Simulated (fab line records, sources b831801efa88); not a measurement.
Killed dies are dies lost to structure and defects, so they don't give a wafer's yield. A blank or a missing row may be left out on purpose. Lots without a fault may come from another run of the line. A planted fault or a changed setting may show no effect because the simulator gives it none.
fab line records | flow gf180mcu | part 2 of 2: steps 27 to 36 of 36
record lots=5 wafers=15 last_day=34
route steps=602 shown M1@325 V1@335
lots that met no fault: from a run of the same line without faults
start_h: hours from the record's first day to the start of the lot's first wafer shown | wait_h: hours since the lot's step before | " the same as in the row above | L1.1+2: a row that stands for several wafers | - no value, or no start given | * or withheld: withheld | < > ~ a bound
route shown NAME@n: a module of which the file shows steps, and the number in the route of the first | usual: mean/standard deviation of fault-free wafers | same: alike in all rows | chamber/n: place in a boat | sites: the reading at each site | _std_site: their standard deviation | _edge_site: outer sites' mean less inner sites' | radius_mm: how far each site lies from the wafer's centre | mask NAME#n: copy n | behind: the tool/chamber that last shaped the wafer | hold: why the lot was held/for how many hours/how that ended | device: the transistor (n, p or np) that didn't switch | end of line: the same wafers' tests at the end of the route | a step without rows: its recipe alone | killed: dies lost to structure and defects at the first sort, not the wafer's yield | map: a wafer's dies, x killed, . not, _ none there
set.NAME: the setting as run; set.NAME@STEP: as run at that earlier step | model.NAME: the simulator's own value behind a step, which no gauge read
lots at some steps of the route; a table a step, a row a wafer
services: from which hour (start_h, from the record's first day; less than 0 if before it) a tool's chamber was out of use, for how many hours, and why
## steps
# step GF_V1_ETCH_16
# recipe chemistry=N2/H2 target_depth_a=withheld overetch_a=withheld time_s=withheld target=BARC ion_energy_ev=200 source_w=485.4 bias_w=100 pressure_mtorr=30 n2_flow_sccm=100 h2_flow_sccm=200
# usual drypump_motor_current_A=5.7/0.54 oes_product_au=0.854/0.0046 rf_fwd_power_W=480.8/1.9 throttle_valve_pct=13.225/0.0099
# columns lot.wafer tool chamber start_h wait_h drypump_motor_current_A oes_product_au rf_fwd_power_W throttle_valve_pct
L084.1 rie_diel-02 1 521.23 0.0 4.9 0.866 480.6 13.236
L084.4 " 3 " " 5.3 0.849 484.2 13.235
L084.6 " 0 " " 6.2 0.852 482.4 13.212
L086.2 rie_diel-04 0 534.80 0.0 4.8 0.854 479.0 13.230
L086.4 " 2 " " 6.2 0.852 475.3 13.221
L086.6 " 2 " " 6.2 0.860 475.5 13.219
L092.1 rie_diel-03 3 581.18 0.0 5.9 0.862 476.9 13.211
L092.4 " 0 " " 5.2 0.847 482.7 13.232
L092.5 " 1 " " 5.7 0.856 480.8 13.231
L093.2 rie_diel-04 0 586.53 0.0 4.9 0.865 480.2 13.230
L093.3 " 3 " " 5.6 0.851 479.8 13.226
L093.6 " 3 " " 5.6 0.857 480.1 13.232
L095.1 rie_diel-03 1 603.78 0.0 5.7 0.855 478.5 13.230
L095.4 " 3 " " 5.9 0.858 479.1 13.217
L095.5 " 1 " " 5.8 0.852 482.4 13.237
# step GF_V1_ETCH_17
# recipe chemistry=C4F8/O2/Ar mask_material=KrF target=SiO2 stop_on=TiN source_w=1500 bias_w=1200 pressure_mtorr=40 c4f8_flow_sccm=withheld O2_flow_sccm=6 Ar_flow_sccm=300 time_s=withheld target_depth_a=6300
# usual oes_product_au=0.855/0.0043 rf_fwd_power_W=1493/4.8
# columns lot.wafer tool chamber start_h wait_h oes_product_au rf_fwd_power_W
L084.1 rie_diel-02 1 - - 0.860 1491
L084.4 " 3 " " 0.861 1499
L084.6 " 0 " " 0.853 1490
L086.2 rie_diel-04 0 - - 0.849 1487
L086.4 " 2 " " 0.851 1492
L086.6 " 2 " " 0.849 1491
L092.1 rie_diel-03 3 - - 0.856 1496
L092.4 " 0 " " 0.851 1492
L092.5 " 1 " " 0.850 1487
L093.2 rie_diel-04 0 - - 0.855 1487
L093.3 " 3 " " 0.855 1500
L093.6 " 3 " " 0.859 1496
L095.1 rie_diel-03 1 - - 0.856 1492
L095.4 " 3 " " 0.855 1489
L095.5 " 1 " " 0.869 1495
# step GF_V1_STRIP_18
# recipe chemistry=O2/N2 power_w=1400 pressure_mtorr=1500 platen_temp_c=250 o2_flow_sccm=3000 n2_flow_sccm=300 overash_fraction=0.5
# usual drypump_motor_current_A=5.6/0.53 heater_power_w=328/36 oes_product_au=0.594/0.0047
# columns lot.wafer tool chamber start_h wait_h drypump_motor_current_A heater_power_w oes_product_au rf_hours_counter_h
L084.1 plasma_asher-03 0 521.36 - 5.7 320 0.599 5
L084.4 " 1 " " 6.6 288 0.601 -
L084.6 " 1 " " 6.6 277 0.586 -
L086.2 plasma_asher-03 1 534.93 - 6.6 279 0.590 7
L086.4 " 1 " " 6.6 280 0.592 -
L086.6 " 0 " " 5.7 320 0.589 -
L092.1 plasma_asher-04 0 581.31 - 4.9 389 0.588 78
L092.4 " 0 " " 4.9 380 0.590 -
L092.5 " 1 " " 5.9 299 0.596 -
L093.2 plasma_asher-01 1 586.66 - 5.7 349 0.599 52
L093.3 " 1 " " 5.7 336 0.597 -
L093.6 " 1 " " 5.7 341 0.591 -
L095.1 plasma_asher-03 0 603.91 - 5.8 317 0.600 14
L095.4 " 1 " " 6.6 277 0.604 -
L095.5 " 1 " " 6.6 281 0.597 -
# step GF_V1_STRIP_19
# recipe chemistry=post_etch_residue_remover time_s=1200 temp_c=72.5
# columns lot.wafer tool chamber start_h wait_h
L084.1+4+6 wet_bench-04 1 521.46 0.1
L086.2+4+6 wet_bench-02 0 535.03 0.1
L092.1+4+5 wet_bench-01 2 581.41 0.1
L093.2+3+6 wet_bench-04 2 586.76 0.1
L095.1+4+5 wet_bench-02 1 604.01 0.1
# step GF_V1_CLEAN_20
# recipe chemistry=DIW dry=n2_spin
# columns lot.wafer tool chamber start_h wait_h
L084.1+4+6 wet_bench-02 3 521.84 0.0
L086.2+4+6 wet_bench-01 0 535.37 0.0
L092.1+4+5 wet_bench-02 1 581.75 0.0
L093.2+3+6 wet_bench-02 3 587.10 0.0
L095.1+4+5 wet_bench-04 0 604.38 0.0
# step GF_V1_SPUTTER_21
# recipe material=Ti target_thk_nm=15 chamber_pressure_pa=5 power_w=2500 substrate_temp_c=200 time_s=80.02
# usual throttle_valve_pct=30.2/1.4
# columns lot.wafer tool chamber start_h wait_h throttle_valve_pct
L084.1 pvd_sputter-04 - 521.94 0.0 28.4
L084.4 " - " " 32.7
L084.6 " - " " 32.4
L086.2 pvd_sputter-01 - 535.47 0.0 28.3
L086.4 " - " " 31.3
L086.6 " - " " 30.0
L092.1 pvd_sputter-01 - 581.85 0.0 29.7
L092.4 " - " " 31.3
L092.5 " - " " 27.8
L093.2 pvd_sputter-03 - 587.20 0.0 31.4
L093.3 " - " " 30.7
L093.6 " - " " 30.5
L095.1 pvd_sputter-03 - 604.48 0.0 31.1
L095.4 " - " " 30.6
L095.5 " - " " 30.9
# step GF_V1_SPUTTER_22
# recipe material=TiN target_thk_nm=10 chamber_pressure_pa=5 power_w=4000 time_s=40
# usual throttle_valve_pct=30.2/1.4
# columns lot.wafer tool chamber start_h wait_h throttle_valve_pct
L084.1 pvd_sputter-04 - 522.00 0.0 28.4
L084.4 " - " " 32.2
L084.6 " - " " 32.6
L086.2 pvd_sputter-01 - 535.53 0.0 28.1
L086.4 " - " " 31.4
L086.6 " - " " 30.1
L092.1 pvd_sputter-01 - 581.91 0.0 29.8
L092.4 " - " " 31.5
L092.5 " - " " 27.5
L093.2 pvd_sputter-03 - 587.26 0.0 31.2
L093.3 " - " " 30.6
L093.6 " - " " 30.3
L095.1 pvd_sputter-03 - 604.54 0.0 31.0
L095.4 " - " " 30.2
L095.5 " - " " 30.8
# step GF_V1_CVD_23
# recipe material=W target_thk_nm=350 time_s=105.05 temp_c=400 pressure_torr=40
# usual heater_power_w=872/100
# columns lot.wafer tool chamber start_h wait_h heater_power_w
L084.1 cvd_w-01 0 522.04 0.0 910
L084.4 " 1 " " 968
L084.6 " 0 " " 931
L086.2 cvd_w-01 0 535.57 0.0 912
L086.4 " 0 " " 938
L086.6 " 1 " " 969
L092.1 cvd_w-02 0 581.95 0.0 854
L092.4 " 1 " " 689
L092.5 " 0 " " 845
L093.2 cvd_w-02 1 587.30 0.0 711
L093.3 " 1 " " 723
L093.6 " 1 " " 730
L095.1 cvd_w-02 1 604.58 0.0 721
L095.4 " 0 " " 842
L095.5 " 1 " " 712
# step GF_V1_RS_MEAS_24
# recipe thk_meas_gauge=four-point-probe reads=W_of_V1_CVD_23+TiN_of_V1_SPUTTER_22+Ti_of_V1_SPUTTER_21
# usual V1_W_RS=0.324/0.0036
# columns lot.wafer tool chamber start_h wait_h V1_W_RS[ohm/sq]
L084.1 film_metro-04 - 522.15 0.1 0.330
L084.4 " - " " 0.323
L084.6 " - " " 0.329
L086.2 film_metro-04 - 535.70 0.1 0.326
L086.4 " - " " 0.328
L086.6 " - " " 0.325
L092.1 film_metro-02 - 582.06 0.1 0.323
L092.4 " - " " 0.321
L092.5 " - " " 0.325
L093.2 film_metro-02 - 587.43 0.1 0.318
L093.3 " - " " 0.315
L093.6 " - " " 0.317
L095.1 film_metro-02 - 604.69 0.1 0.324
L095.4 " - " " 0.326
L095.5 " - " " 0.324
# step GF_V1_THK_MEAS_25
# recipe thk_meas_gauge=xrf reads=W_of_V1_CVD_23
# usual V1_W_THK=362/4.8
# columns lot.wafer tool chamber start_h wait_h V1_W_THK[nm]
L084.1 film_metro-04 - 522.27 0.1 359
L084.4 " - " " 367
L084.6 " - " " 360
L086.2 film_metro-04 - 535.81 0.1 363
L086.4 " - " " 360
L086.6 " - " " 363
L092.1 film_metro-02 - 582.18 0.1 363
L092.4 " - " " 367
L092.5 " - " " 359
L093.2 film_metro-02 - 587.54 0.1 367
L093.3 " - " " 369
L093.6 " - " " 369
L095.1 film_metro-02 - 604.81 0.1 357
L095.4 " - " " 355
L095.5 " - " " 359
## services
# columns tool chamber start_h hours kind
krf_scanner-01 - 461.81 0.8 pm
plasma_asher-04 - 500.32 1.9 repair
plasma_asher-04 - 500.81 3.4 repair
krf_scanner-02 - 502.98 0.3 repair
krf_scanner-01 - 509.11 1.3 pm
pecvd-03 - 511.16 0.7 repair
plasma_asher-04 - 516.77 9.2 pm
cmp-02 - 518.96 1.6 repair
rie_diel-03 0 520.57 5.9 repair
pvd_sputter-01 - 523.20 2.3 repair
hdpcvd-01 - 539.25 15.0 pm
cmp-02 - 541.22 1.8 repair
plasma_asher-04 - 541.40 2.4 repair
krf_scanner-02 - 543.76 1.0 pm
pecvd-03 1 543.82 6.3 repair
krf_scanner-01 - 549.31 0.2 repair
krf_scanner-01 - 565.07 4.4 pm
krf_scanner-02 - 571.85 1.3 pm
pvd_sputter-01 - 578.48 1.2 repair
rie_diel-04 2 582.72 6.4 repair
hdpcvd-01 - 584.92 14.6 pm
krf_scanner-02 - 589.91 0.8 pm
wet_bench-03 - 597.84 1.7 repair
krf_scanner-01 - 603.53 1.0 pm
